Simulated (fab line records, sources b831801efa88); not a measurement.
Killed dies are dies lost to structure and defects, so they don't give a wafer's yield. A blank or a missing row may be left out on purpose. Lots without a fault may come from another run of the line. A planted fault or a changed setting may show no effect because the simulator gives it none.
Which tool did it? | flow sky130 | 12 lots, 36 wafers sampled, at 2 steps of a route of 708

WHAT THE GAUGES READ, wafer by wafer
SKY_VT_ADJUST_NCORE_OVL_MEAS_08.
lot  | measured     | on         | VT_ADJUST_NCORE_OVL (nm)
L075 | day 9 00:08  | overlay-02 | -0.1 1.1 0.9
L077 | day 9 11:28  | overlay-02 | 3.3 3.7 3.4
L079 | day 10 01:32 | overlay-02 | 1.8 2.3 1.9
L081 | day 10 14:59 | overlay-01 | 2.3 2.4 2.8
L083 | day 11 04:20 | overlay-01 | 2.9 2.9 3.5
L085 | day 11 17:06 | overlay-01 | -1.4 -0.2 -1.9
L087 | day 12 09:47 | overlay-01 | -1.2 -1.2 -0.6
L089 | day 12 19:44 | overlay-01 | 0.1 1.4 1.1
L091 | day 13 12:54 | overlay-02 | 2.5 3.8 2.5
L093 | day 14 02:11 | overlay-02 | 4.0 2.3 2.3
L095 | day 14 16:11 | overlay-01 | -0.1 -0.6 -1.3
L097 | day 15 10:17 | overlay-02 | 1.3 3.1 2.2

WHICH TOOL RAN EACH LOT (tool, then ch and the chambers of the sampled wafers, then the start)
lot  | SKY_VT_ADJUST_LVTN_STRIP_20
L075 | plasma_asher-02 ch 0,1, day 8 03:13
L077 | plasma_asher-04 ch 0,1, day 8 14:02
L079 | plasma_asher-02 ch 0,1, day 9 03:58
L081 | plasma_asher-04 ch 0,1, day 9 18:07
L083 | plasma_asher-03 ch 0,1, day 10 07:07
L085 | plasma_asher-02 ch 0,1, day 10 17:44
L087 | plasma_asher-03 ch 0,1, day 11 10:00
L089 | plasma_asher-02 ch 0,1, day 11 19:52
L091 | plasma_asher-04 ch 0,1, day 12 12:26
L093 | plasma_asher-03 ch 0,1, day 13 00:51
L095 | plasma_asher-04 ch 0,1, day 13 15:04
L097 | plasma_asher-04 ch 0,1, day 14 08:04
- SKY_VT_ADJUST_LVTN_STRIP_20: strips in O2/N2.

THE ANSWER, worked out from the rows above alone
Rule: what is usual is taken from the lots themselves. Put in order of their means at a reading, lots are off if they are a third of the lots or fewer, leave a main group of 4 or more, and stand apart from it by a gap of 3 or more times the standard deviation of the main group's means; of several such gaps the widest counts. A main group whose means are all the same, to the digits that the tables above print for the reading, isn't used. A lot without any number at a reading at which 4 lots or more have one is off too. The other lots that the step has rows for count as sound.
No lot is off at any reading shown: from this, nothing can be told.

WHAT THE SIMULATOR HAD PUT IN
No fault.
